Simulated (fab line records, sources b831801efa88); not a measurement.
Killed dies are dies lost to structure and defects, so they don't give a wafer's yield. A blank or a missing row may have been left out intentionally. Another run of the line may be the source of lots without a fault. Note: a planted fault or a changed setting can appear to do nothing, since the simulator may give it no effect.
fab line records :: flow sky130
[record]
  lots = 6
  wafers = 18
  lastDay = 50
route steps=708 shown LDD_HVN@270 LDD_HVP@278
lots that met no fault: taken from a fault-free run of the same line
startH: start of the lot's first displayed wafer, in hours after the record's first day :: waitH: hours from the lot's prior step to this one :: " same as the row above :: L1.1+2: a row that stands for several wafers :: - no value present, or no start provided :: * or withheld: withheld :: < > ~ a bound
route shown NAME@n: names a module that has steps shown in the file, with the first one's number in the route :: usual: the fault-free wafers' mean and standard deviation :: same: alike in all rows :: chamber/n: place in a boat :: sites: the reading at each site :: _std_site: the standard deviation of these :: _edge_site: mean of outer sites minus mean of inner sites :: radiusMm: how far each site lies from the wafer's centre :: mask NAME#n: copy n :: behind: the last tool/chamber to shape the wafer :: hold: why the lot went on hold/how many hours it stayed there/how the hold came to an end :: device: whichever transistor did not switch (one of n, p or np) :: end of line: the tests these same wafers got at the end of their route :: step lacking rows: just its recipe :: killed: dies lost to structure and defects at the first sort, not the wafer's yield :: map: shows each die of a wafer: x if killed, . if not, _ if none is there
set.NAME: the setting as run; set.NAME@STEP: as run at that earlier step :: model.NAME: the simulator's own value behind a step, which no gauge read
a table for each step, a row for each wafer; lots at some steps of the route
services: from which hour (startH, from the record's first day; less than 0 if before it) a tool's chamber was out of use, for how many hours, and why
[[steps]]
[step SKY_LDD_HVN_SOFTBAKE_03]
[recipe]
  tempC = 90
  timeS = 60
  resist = NOVOLAK
[step SKY_LDD_HVN_EXPOSE_04]
[recipe]
  maskId = HVNTM
  na = 0.6
  sourceShape = conventional
  sigmaOuter = 0.6
  polarization = unpolarized
  targetCdNm = 700
  doseMj = 127
[step SKY_LDD_HVN_PEB_05]
[recipe]
  tempC = withheld
  timeS = *
  resist = NOVOLAK
[step SKY_LDD_HVN_DEVELOP_06]
[recipe]
  resist = NOVOLAK
  developer = TMAH
  developTimeS = 60
  devTempC = 23
[step SKY_LDD_HVN_OVL_MEAS_07]
[usual]
  LDD_HVN_OVL = 0.6/1.4
lot.wafer: L794.2
tool: overlay-01
chamber: -
startH: 527.62
waitH: 0.1
LDD_HVN_OVL[nm]: -1.1

lot.wafer: L794.3
tool: overlay-01
chamber: -
startH: 527.62
waitH: 0.1
LDD_HVN_OVL[nm]: 0.3

lot.wafer: L794.6
tool: overlay-01
chamber: -
startH: 527.62
waitH: 0.1
LDD_HVN_OVL[nm]: -1.4

lot.wafer: L797.2
tool: overlay-02
chamber: -
startH: 553.52
waitH: 0.1
LDD_HVN_OVL[nm]: 2.1

lot.wafer: L797.3
tool: overlay-02
chamber: -
startH: 553.52
waitH: 0.1
LDD_HVN_OVL[nm]: 1.8

lot.wafer: L797.4
tool: overlay-02
chamber: -
startH: 553.52
waitH: 0.1
LDD_HVN_OVL[nm]: 1.7

lot.wafer: L798.1
tool: overlay-02
chamber: -
startH: 562.01
waitH: 0.1
LDD_HVN_OVL[nm]: 3.7

lot.wafer: L798.2
tool: overlay-02
chamber: -
startH: 562.01
waitH: 0.1
LDD_HVN_OVL[nm]: 3.0

lot.wafer: L798.6
tool: overlay-02
chamber: -
startH: 562.01
waitH: 0.1
LDD_HVN_OVL[nm]: 2.2

lot.wafer: L801.1
tool: overlay-01
chamber: -
startH: 584.60
waitH: 0.1
LDD_HVN_OVL[nm]: 0.4

lot.wafer: L801.3
tool: overlay-01
chamber: -
startH: 584.60
waitH: 0.1
LDD_HVN_OVL[nm]: -0.7

lot.wafer: L801.6
tool: overlay-01
chamber: -
startH: 584.60
waitH: 0.1
LDD_HVN_OVL[nm]: 1.3

lot.wafer: L808.1
tool: overlay-01
chamber: -
startH: 635.56
waitH: 0.1
LDD_HVN_OVL[nm]: -1.4

lot.wafer: L808.4
tool: overlay-01
chamber: -
startH: 635.56
waitH: 0.1
LDD_HVN_OVL[nm]: -2.2

lot.wafer: L808.6
tool: overlay-01
chamber: -
startH: 635.56
waitH: 0.1
LDD_HVN_OVL[nm]: 0.8

lot.wafer: L809.1
tool: overlay-01
chamber: -
startH: 657.10
waitH: 0.1
LDD_HVN_OVL[nm]: -1.4

lot.wafer: L809.2
tool: overlay-01
chamber: -
startH: 657.10
waitH: 0.1
LDD_HVN_OVL[nm]: -1.9

lot.wafer: L809.3
tool: overlay-01
chamber: -
startH: 657.10
waitH: 0.1
LDD_HVN_OVL[nm]: -0.3
[step SKY_LDD_HVN_IMPLANT_08]
[recipe]
  species = P
  energyKev = 60
  doseCm2 = 3e+13
  tiltDeg = 40
[step SKY_LDD_HVN_STRIP_09]
[recipe]
  chemistry = O2/N2
  powerW = 1400
  pressureMtorr = 1500
  platenTempC = withheld
  o2FlowSccm = 3000
  n2FlowSccm = 300
  overashFraction = 0.5
[usual]
  drypumpMotorCurrentA = 5.5/0.34
  oesProductAu = 0.408/0.0042
  stripTimeToEndpointS = 4.136/0.014
lot.wafer: L794.2
tool: plasmaAsher-02
chamber: 0
startH: 527.80
waitH: 0.1
drypumpMotorCurrentA: 5.9
oesProductAu: 0.404
rfHoursCounterH: 84
stripTimeToEndpointS: 4.146

lot.wafer: L794.3
tool: plasmaAsher-02
chamber: 1
startH: 527.80
waitH: 0.1
drypumpMotorCurrentA: 5.0
oesProductAu: 0.411
rfHoursCounterH: -
stripTimeToEndpointS: 4.136

lot.wafer: L794.6
tool: plasmaAsher-02
chamber: 0
startH: 527.80
waitH: 0.1
drypumpMotorCurrentA: 5.9
oesProductAu: 0.406
rfHoursCounterH: -
stripTimeToEndpointS: 4.148

lot.wafer: L797.2
tool: plasmaAsher-03
chamber: 1
startH: 553.70
waitH: 0.1
drypumpMotorCurrentA: 5.7
oesProductAu: 0.406
rfHoursCounterH: 12
stripTimeToEndpointS: 4.156

lot.wafer: L797.3
tool: plasmaAsher-03
chamber: 0
startH: 553.70
waitH: 0.1
drypumpMotorCurrentA: 4.9
oesProductAu: 0.394
rfHoursCounterH: -
stripTimeToEndpointS: 4.144

lot.wafer: L797.4
tool: plasmaAsher-03
chamber: 1
startH: 553.70
waitH: 0.1
drypumpMotorCurrentA: 5.7
oesProductAu: 0.411
rfHoursCounterH: -
stripTimeToEndpointS: 4.129

lot.wafer: L798.1
tool: plasmaAsher-01
chamber: 1
startH: 562.20
waitH: 0.1
drypumpMotorCurrentA: 5.6
oesProductAu: 0.402
rfHoursCounterH: 45
stripTimeToEndpointS: 4.121

lot.wafer: L798.2
tool: plasmaAsher-01
chamber: 0
startH: 562.20
waitH: 0.1
drypumpMotorCurrentA: 5.7
oesProductAu: 0.413
rfHoursCounterH: 45
stripTimeToEndpointS: 4.124

lot.wafer: L798.6
tool: plasmaAsher-01
chamber: 0
startH: 562.20
waitH: 0.1
drypumpMotorCurrentA: 5.7
oesProductAu: 0.403
rfHoursCounterH: -
stripTimeToEndpointS: 4.142

lot.wafer: L801.1
tool: plasmaAsher-03
chamber: 0
startH: 584.79
waitH: 0.1
drypumpMotorCurrentA: 4.9
oesProductAu: 0.411
rfHoursCounterH: 16
stripTimeToEndpointS: 4.128

lot.wafer: L801.3
tool: plasmaAsher-03
chamber: 0
startH: 584.79
waitH: 0.1
drypumpMotorCurrentA: 4.9
oesProductAu: 0.406
rfHoursCounterH: -
stripTimeToEndpointS: 4.126

lot.wafer: L801.6
tool: plasmaAsher-03
chamber: 0
startH: 584.79
waitH: 0.1
drypumpMotorCurrentA: 4.9
oesProductAu: 0.408
rfHoursCounterH: -
stripTimeToEndpointS: 4.123

lot.wafer: L808.1
tool: plasmaAsher-03
chamber: 0
startH: 635.75
waitH: 0.1
drypumpMotorCurrentA: 4.9
oesProductAu: 0.409
rfHoursCounterH: 21
stripTimeToEndpointS: 4.172

lot.wafer: L808.4
tool: plasmaAsher-03
chamber: 0
startH: 635.75
waitH: 0.1
drypumpMotorCurrentA: 4.9
oesProductAu: 0.413
rfHoursCounterH: -
stripTimeToEndpointS: 4.170

lot.wafer: L808.6
tool: plasmaAsher-03
chamber: 0
startH: 635.75
waitH: 0.1
drypumpMotorCurrentA: 4.9
oesProductAu: 0.412
rfHoursCounterH: -
stripTimeToEndpointS: 4.158

lot.wafer: L809.1
tool: plasmaAsher-01
chamber: 1
startH: 657.29
waitH: 0.1
drypumpMotorCurrentA: 5.6
oesProductAu: 0.400
rfHoursCounterH: 54
stripTimeToEndpointS: 4.134

lot.wafer: L809.2
tool: plasmaAsher-01
chamber: 0
startH: 657.29
waitH: 0.1
drypumpMotorCurrentA: 5.7
oesProductAu: 0.402
rfHoursCounterH: 54
stripTimeToEndpointS: 4.146

lot.wafer: L809.3
tool: plasmaAsher-01
chamber: 1
startH: 657.29
waitH: 0.1
drypumpMotorCurrentA: 5.6
oesProductAu: 0.409
rfHoursCounterH: -
stripTimeToEndpointS: 4.131
[step SKY_LDD_HVN_TW_MEAS_10]
[usual]
  LDD_HVN_TW = 1436/13
lot.wafer: L794.2
tool: filmMetro-02
chamber: -
startH: 527.91
waitH: 0.1
LDD_HVN_TW: 1447

lot.wafer: L794.3
tool: filmMetro-02
chamber: -
startH: 527.91
waitH: 0.1
LDD_HVN_TW: 1441

lot.wafer: L794.6
tool: filmMetro-02
chamber: -
startH: 527.91
waitH: 0.1
LDD_HVN_TW: 1438

lot.wafer: L797.2
tool: filmMetro-01
chamber: -
startH: 553.81
waitH: 0.1
LDD_HVN_TW: 1448

lot.wafer: L797.3
tool: filmMetro-01
chamber: -
startH: 553.81
waitH: 0.1
LDD_HVN_TW: 1448

lot.wafer: L797.4
tool: filmMetro-01
chamber: -
startH: 553.81
waitH: 0.1
LDD_HVN_TW: 1440

lot.wafer: L798.1
tool: filmMetro-01
chamber: -
startH: 562.30
waitH: 0.1
LDD_HVN_TW: 1448

lot.wafer: L798.2
tool: filmMetro-01
chamber: -
startH: 562.30
waitH: 0.1
LDD_HVN_TW: 1445

lot.wafer: L798.6
tool: filmMetro-01
chamber: -
startH: 562.30
waitH: 0.1
LDD_HVN_TW: 1441

lot.wafer: L801.1
tool: filmMetro-01
chamber: -
startH: 584.89
waitH: 0.1
LDD_HVN_TW: 1448

lot.wafer: L801.3
tool: filmMetro-01
chamber: -
startH: 584.89
waitH: 0.1
LDD_HVN_TW: 1441

lot.wafer: L801.6
tool: filmMetro-01
chamber: -
startH: 584.89
waitH: 0.1
LDD_HVN_TW: 1450

lot.wafer: L808.1
tool: filmMetro-01
chamber: -
startH: 635.85
waitH: 0.1
LDD_HVN_TW: 1436

lot.wafer: L808.4
tool: filmMetro-01
chamber: -
startH: 635.85
waitH: 0.1
LDD_HVN_TW: 1437

lot.wafer: L808.6
tool: filmMetro-01
chamber: -
startH: 635.85
waitH: 0.1
LDD_HVN_TW: 1441

lot.wafer: L809.1
tool: filmMetro-01
chamber: -
startH: 657.39
waitH: 0.1
LDD_HVN_TW: 1433

lot.wafer: L809.2
tool: filmMetro-01
chamber: -
startH: 657.39
waitH: 0.1
LDD_HVN_TW: 1439

lot.wafer: L809.3
tool: filmMetro-01
chamber: -
startH: 657.39
waitH: 0.1
LDD_HVN_TW: 1435
[step SKY_LDD_HVP_DEHYDRATE_00]
[recipe]
  tempC = 200
  timeS = 60
[step SKY_LDD_HVP_HMDS_01]
[recipe]
  primeTimeS = 60
  primeTempC = 120
[step SKY_LDD_HVP_COAT_02]
[recipe]
  resist = NOVOLAK
  spinRpm = 3000
  resistThkNm = 300
[step SKY_LDD_HVP_SOFTBAKE_03]
[recipe]
  tempC = 90
  timeS = 60
  resist = NOVOLAK
[step SKY_LDD_HVP_EXPOSE_04]
[recipe]
  maskId = HVPTM
  na = 0.6
  sourceShape = conventional
  sigmaOuter = 0.6
  polarization = unpolarized
  targetCdNm = 700
  doseMj = 86
[usual]
  exposureDoseMJCm2 = 85.99/0.076
  focusOffsetNm = 0.0/0.46
lot.wafer: L794.2
tool: ilineStepper-02
chamber: 0
startH: 542.88
waitH: -
mask: HVPTM#0
exposureDoseMJCm2: 86.16
focusOffsetNm: 0.5

lot.wafer: L794.3
tool: ilineStepper-02
chamber: 0
startH: 542.88
waitH: -
mask: HVPTM#0
exposureDoseMJCm2: 85.99
focusOffsetNm: -0.2

lot.wafer: L794.6
tool: ilineStepper-02
chamber: 0
startH: 542.88
waitH: -
mask: HVPTM#0
exposureDoseMJCm2: 85.99
focusOffsetNm: 0.0

lot.wafer: L797.2
tool: ilineStepper-02
chamber: -
startH: 569.19
waitH: -
mask: HVPTM#0
exposureDoseMJCm2: -
focusOffsetNm: -

lot.wafer: L797.3
tool: ilineStepper-02
chamber: -
startH: 569.19
waitH: -
mask: HVPTM#0
exposureDoseMJCm2: -
focusOffsetNm: -

lot.wafer: L797.4
tool: ilineStepper-02
chamber: -
startH: 569.19
waitH: -
mask: HVPTM#0
exposureDoseMJCm2: -
focusOffsetNm: -

lot.wafer: L798.1
tool: ilineStepper-02
chamber: -
startH: 577.16
waitH: -
mask: HVPTM#0
exposureDoseMJCm2: -
focusOffsetNm: -

lot.wafer: L798.2
tool: ilineStepper-02
chamber: -
startH: 577.16
waitH: -
mask: HVPTM#0
exposureDoseMJCm2: -
focusOffsetNm: -

lot.wafer: L798.6
tool: ilineStepper-02
chamber: -
startH: 577.16
waitH: -
mask: HVPTM#0
exposureDoseMJCm2: -
focusOffsetNm: -

lot.wafer: L801.1
tool: ilineStepper-01
chamber: 0
startH: 599.29
waitH: -
mask: HVPTM#0
exposureDoseMJCm2: 86.00
focusOffsetNm: 0.3

lot.wafer: L801.3
tool: ilineStepper-01
chamber: 0
startH: 599.29
waitH: -
mask: HVPTM#0
exposureDoseMJCm2: 85.94
focusOffsetNm: 0.4

lot.wafer: L801.6
tool: ilineStepper-01
chamber: 0
startH: 599.29
waitH: -
mask: HVPTM#0
exposureDoseMJCm2: 86.03
focusOffsetNm: 0.3

lot.wafer: L808.1
tool: ilineStepper-01
chamber: 0
startH: 650.50
waitH: -
mask: HVPTM#0
exposureDoseMJCm2: 86.02
focusOffsetNm: 0.0

lot.wafer: L808.4
tool: ilineStepper-01
chamber: 0
startH: 650.50
waitH: -
mask: HVPTM#0
exposureDoseMJCm2: 85.97
focusOffsetNm: 0.5

lot.wafer: L808.6
tool: ilineStepper-01
chamber: 0
startH: 650.50
waitH: -
mask: HVPTM#0
exposureDoseMJCm2: 86.02
focusOffsetNm: -0.2

lot.wafer: L809.1
tool: ilineStepper-01
chamber: 0
startH: 671.45
waitH: -
mask: HVPTM#0
exposureDoseMJCm2: 86.00
focusOffsetNm: 0.1

lot.wafer: L809.2
tool: ilineStepper-01
chamber: 0
startH: 671.45
waitH: -
mask: HVPTM#0
exposureDoseMJCm2: 85.94
focusOffsetNm: -0.2

lot.wafer: L809.3
tool: ilineStepper-01
chamber: 0
startH: 671.45
waitH: -
mask: HVPTM#0
exposureDoseMJCm2: 85.94
focusOffsetNm: 0.0
[step SKY_LDD_HVP_PEB_05]
[recipe]
  tempC = withheld
  timeS = *
  resist = NOVOLAK
[[services]]
tool: ilineStepper-01
chamber: -
startH: 507.52
hours: 5.6
kind: repair

tool: ilineStepper-02
chamber: -
startH: 547.23
hours: 8.9
kind: pm

tool: plasmaAsher-03
chamber: -
startH: 552.33
hours: 1.2
kind: repair

tool: ilineStepper-01
chamber: -
startH: 558.61
hours: 18.3
kind: repair

tool: ilineStepper-01
chamber: -
startH: 576.88
hours: 1.7
kind: pm

tool: plasmaAsher-02
chamber: -
startH: 578.95
hours: 2.8
kind: pm

tool: ilineStepper-01
chamber: -
startH: 583.49
hours: 2.1
kind: pm

tool: ilineStepper-01
chamber: -
startH: 585.57
hours: -
kind: consumableReplace:lamp

tool: ilineStepper-02
chamber: -
startH: 593.69
hours: 1.7
kind: pm

tool: plasmaAsher-01
chamber: -
startH: 664.32
hours: 2.1
kind: repair
[[key]]
[firstSign]
  step = SKY_LDD_HVP_EXPOSE_04
  reading = toolRecord
  direction = missing
effect none on later readings
metAt SKY_LDD_HVP_EXPOSE_04
struckWafers L797.2,L797.3,L797.4,L798.1,L798.2,L798.6
sortLeftOut L797.2,L797.3,L797.4,L798.1,L798.2,L798.6
testerLeftOut L797,L798
onsetBetween 542.88 569.19
[fault]
  kind = skippedStepWhole
  tool = ilineStepper-02
  chamber = -
  onsetH = 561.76
  steps = SKY_LDD_HVP_EXPOSE_04
  scope = struckLotsOnly
// testerLeftOut: of these lots the tester's yield and bins aren't shown, on N5 and GAA mostly nor the transistor test; their killed dies are dies lost to structure and defects alone, not to doping, threshold or leakage, so they don't give the yield
// sortLeftOut: the simulated sort isn't trusted on such a fault, so these wafers' sort isn't shown, and their yield isn't known
